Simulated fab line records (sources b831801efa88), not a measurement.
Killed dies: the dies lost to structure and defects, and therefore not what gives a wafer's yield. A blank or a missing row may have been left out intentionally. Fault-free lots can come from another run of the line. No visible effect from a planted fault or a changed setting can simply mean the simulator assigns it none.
Split-lot trial ; flow sfqLine ; 23 wafers read from 5 lots, route of 325 steps

## THE SPLIT ITSELF
At SFQ_TRILAYER_M0_DEP_SPUTTER_019 (material Nb, target thk 200 nm, time 133.3 s), the setting timeS was moved away from the recipe's 133.3 s on 6 of the 23 wafers read, by -12.5% to +13.7%. The other wafers ran this setting at the recipe's value.

No step appears in the file between the split and the reading.

## THE READING
M0_NB_RS, in ohm/sq, at SFQ_M0_RS_MEAS_904 (measures by four-point-probe). Typical for fault-free wafers on this fab line: 0.884 ohm/sq, with standard deviation 0.0098 ohm/sq.

wafer;tool, chamber at the split;timeS as run, s;against the recipe;M0_NB_RS, ohm/sq;against lot-mates on the recipe
L074.1;pvdSputter-04, -;133.3;recipe;0.876;-
L074.5;pvdSputter-04, -;133.3;recipe;0.890;-
L074.6;pvdSputter-04, -;133.3;recipe;0.878;-
L076.1;pvdSputter-04, -;133.3;recipe;0.886;-
L076.2;pvdSputter-04, -;133.3;recipe;0.895;-
L076.4;pvdSputter-04, -;133.3;recipe;0.883;-
L076.5;pvdSputter-04, -;133.3;recipe;0.894;-
L076.6;pvdSputter-04, -;133.3;recipe;0.893;-
L077.2;pvdSputter-06, -;133.3;recipe;0.868;-
L077.3;pvdSputter-06, -;151.6;+13.7%;0.779;-0.098
L077.4;pvdSputter-06, -;151.6;+13.7%;0.778;-0.099
L077.5;pvdSputter-06, -;133.3;recipe;0.882;-
L077.6;pvdSputter-06, -;133.3;recipe;0.882;-
L081.1;pvdSputter-04, -;119.3;-10.5%;0.990;+0.106
L081.2;pvdSputter-04, -;133.3;recipe;0.883;-
L081.3;pvdSputter-04, -;133.3;recipe;0.887;-
L081.4;pvdSputter-04, -;133.3;recipe;0.882;-
L081.5;pvdSputter-04, -;119.3;-10.5%;0.994;+0.110
L083.1;pvdSputter-04, -;133.3;recipe;0.884;-
L083.2;pvdSputter-04, -;133.3;recipe;0.877;-
L083.4;pvdSputter-04, -;133.3;recipe;0.876;-
L083.5;pvdSputter-04, -;116.7;-12.5%;1.005;+0.126
L083.6;pvdSputter-04, -;116.7;-12.5%;1.004;+0.125

FIT RESULTS
A straight line over all 23 wafers: M0_NB_RS changes by -0.00894 ohm/sq for each +1% of timeS; r = -0.99; the points scatter about the line by 0.0092 ohm/sq.
The same after taking each lot's own level away (the mean of its wafers on the recipe; 23 wafers): -0.00884 ohm/sq for each +1%; r = -0.99; scatter 0.0095 ohm/sq.
According to that fit, moving timeS by its largest amount changes the reading by 0.12 ohm/sq.
The lots' own levels span 0.8773 to 0.8902 ohm/sq, that is 1.3 times the standard deviation above.
Consequently the slope shifts little with the lot-to-lot level, the two slopes agreeing.
Check: -0.124 ohm/sq against its lot-mates is what the line predicts for one of the wafers moved furthest among these (+13.7%) when that wafer is left out of the fit. Against them it came out at -0.0983 ohm/sq.

## FURTHER SPLITS ON THESE WAFERS
These wafers also went through other splits before the reading. Each is held against what the fit with the lots' levels taken away leaves over:
other split on the same wafers;wafers away from the commonest value;r with M0_NB_RS (lot level and that fit taken away)
SFQ_TRILAYER_L0_DEP_SPUTTER_003 timeS;12;+0.10
SFQ_TRILAYER_L0_LITHO_COAT_005 resistThkNm;8;+0.21
SFQ_TRILAYER_L0_VIA_LITHO_PEB_016 pebTimeS;7;+0.09
SFQ_TRILAYER_L0_VIA_ETCH_VIA_ETCH_016 biasW;2;-0.04

## THE WHOLE CHAIN: every reading that the file lists as answering this split, in the file's order
step;what it does;reading;change (the file's fit);r (the file's)
SFQ_TRILAYER_M0_DEP_SPUTTER_019;material Nb, target thk 200 nm, time 133.3 s;Nb_of_TRILAYER_M0_DEP_SPUTTER_019.thkNm (the simulator's own value, which no gauge read);+1.97 nm for each +1% of the setting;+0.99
SFQ_M0_RS_MEAS_904;measures by four-point-probe;M0_NB_RS;-0.00894 for each +1% of the setting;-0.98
SFQ_TRILAYER_M0_ETCH_METAL_ETCH_024;etches Nb in Cl2/Ar, stops on SiO2, target depth 240 nm, time 120 s;oesProductAu;+0.00492 a.u. for each +1% of the setting, in a fit together with timeS@TRILAYER_M0_ETCH_METAL_ETCH_024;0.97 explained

## THE FILE'S OWN FIT
M0_NB_RS changes by -0.00894 ohm/sq for each +1% of timeS, r = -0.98.
